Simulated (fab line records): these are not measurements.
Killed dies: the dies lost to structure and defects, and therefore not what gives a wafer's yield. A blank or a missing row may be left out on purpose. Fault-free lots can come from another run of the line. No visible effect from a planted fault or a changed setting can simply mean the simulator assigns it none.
Split-lot trial | flow gf180mcu | 23 wafers read across 5 lots, on a route 602 steps long

== SPLIT DETAILS ==
At GF_HV_LDD_COAT_41 (resist thk 1000 nm), the setting resist_thk_nm was moved away from the recipe's 1000 nm on 7 of the 23 wafers read, by -3.8% to +5.5%. This setting was run at the recipe's value on the other wafers.

== FROM THE SPLIT TO THE READING: what the file shows between them, 3 steps ==
- GF_HV_LDD_SOFTBAKE_42: time 60 s
- GF_HV_LDD_EXPOSE_43: exposes mask Pplus HV AREA, target cd 400 nm
- GF_HV_LDD_PEB_44

== THE READING ==
HV_LDD.cd_nm (the simulator's own value, which no gauge read), in nm, at GF_HV_LDD_DEVELOP_45 (develop time 60 s). The file gives no usual value for it. Average 397.6 nm, standard deviation 2 nm, over the 16 wafers here run with the recipe.

wafer  | tool, chamber at the split | resist_thk_nm as run, nm | against the recipe | HV_LDD.cd_nm, nm | against lot-mates on the recipe
L074.1 | litho_track-03, 0          | 1033                     | +3.3%              | 395.4            | -3.7
L074.2 | litho_track-03, 0          | 1000                     | recipe             | 396.9            | -
L074.3 | litho_track-03, 0          | 1000                     | recipe             | 399.9            | -
L074.5 | litho_track-03, 0          | 1033                     | +3.3%              | 393.6            | -5.5
L074.6 | litho_track-03, 0          | 1000                     | recipe             | 400.5            | -
L075.1 | litho_track-04, 0          | 1000                     | recipe             | 396.8            | -
L075.2 | litho_track-04, 0          | 1000                     | recipe             | 396.7            | -
L075.6 | litho_track-04, 0          | 1000                     | recipe             | 396.7            | -
L075.3 | litho_track-04, 0          | 1055                     | +5.5%              | 393.2            | -3.5
L075.5 | litho_track-04, 0          | 1055                     | +5.5%              | 389.8            | -6.9
L076.1 | litho_track-01, 0          | 962.1                    | -3.8%              | 403.3            | +5.2
L076.3 | litho_track-01, 0          | 962.1                    | -3.8%              | 402.7            | +4.6
L076.4 | litho_track-01, 0          | 962.1                    | -3.8%              | 403.7            | +5.6
L076.5 | litho_track-01, 0          | 1000                     | recipe             | 397.7            | -
L076.6 | litho_track-01, 0          | 1000                     | recipe             | 398.6            | -
L081.1 | litho_track-04, 0          | 1000                     | recipe             | 399.2            | -
L081.2 | litho_track-04, 0          | 1000                     | recipe             | 399.8            | -
L081.3 | litho_track-04, 0          | 1000                     | recipe             | 398.1            | -
L081.4 | litho_track-04, 0          | 1000                     | recipe             | 398.7            | -
L081.6 | litho_track-04, 0          | 1000                     | recipe             | 399.5            | -
L084.1 | litho_track-04, 0          | 1000                     | recipe             | 393.6            | -
L084.3 | litho_track-04, 0          | 1000                     | recipe             | 395.3            | -
L084.4 | litho_track-04, 0          | 1000                     | recipe             | 394              | -

THE FIT
A straight line over all 23 wafers: HV_LDD.cd_nm changes by -1.22 nm for each +1% of resist_thk_nm; r = -0.84; the points scatter about the line by 1.9 nm.
The same after taking each lot's own level away (the mean of its wafers on the recipe; 23 wafers): -1.17 nm for each +1%; r = -0.94; scatter 1.1 nm.
That fit puts the effect of the largest move of resist_thk_nm on the reading at 6.4 nm.
The span of the lots' own levels, 394.30 to 399.10 nm, comes to 2.4 times the standard deviation stated above.
Hence the lot-to-lot level has little effect on the slope; both slopes agree.
Check: -7.3 nm against its lot-mates is what the line predicts for one of the wafers moved furthest among these (+5.5%) when that wafer is left out of the fit. It came out at -3.53 nm against them.

== THE OTHER SPLITS THESE WAFERS WENT THROUGH ==
Note: prior to the reading, these wafers also went through further splits. Each is held against what the fit with the lots' levels taken away leaves over:
other split on the same wafers       | wafers away from the commonest value | r with HV_LDD.cd_nm (lot level and that fit taken away)
GF_VT_IMPLANT_STRIP_31 platen_temp_c | 8                                    | +0.03
GF_VT_IMPLANT_IMPLANT_41 energy_kev  | 5                                    | +0.16
GF_DUAL_GATE_OXIDATION_02 ox_time_s  | 10                                   | +0.02
GF_POLY_GATE_EXPOSE_07 dose_mj       | 6                                    | -0.07
GF_HV_LDD_EXPOSE_04 dose_mj          | 8                                    | -0.49
GF_HV_LDD_STRIP_22 platen_temp_c     | 6                                    | -0.05
GF_HV_LDD_IMPLANT_34 dose_cm2        | 10                                   | -0.13

== THE WHOLE CHAIN: every reading that the file lists as answering this split, in the file's order ==
step                 | what it does       | reading                                                                           | change (the file's fit)              | r (the file's)
GF_HV_LDD_COAT_41    | resist thk 1000 nm | NOVOLAK_of_HV_LDD_COAT_41.thk_nm (the simulator's own value, which no gauge read) | +9.98 nm for each +1% of the setting | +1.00
GF_HV_LDD_DEVELOP_45 | develop time 60 s  | HV_LDD.cd_nm (the simulator's own value, which no gauge read)                     | -1.14 nm for each +1% of the setting | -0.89
GF_HV_LDD_STRIP_49   | strips in O2/N2    | strip_time_to_endpoint_s                                                          | withheld for each +1% of the setting | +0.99

== FILE'S OWN FIT ==
HV_LDD.cd_nm changes by -1.14 nm for each +1% of resist_thk_nm, r = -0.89.
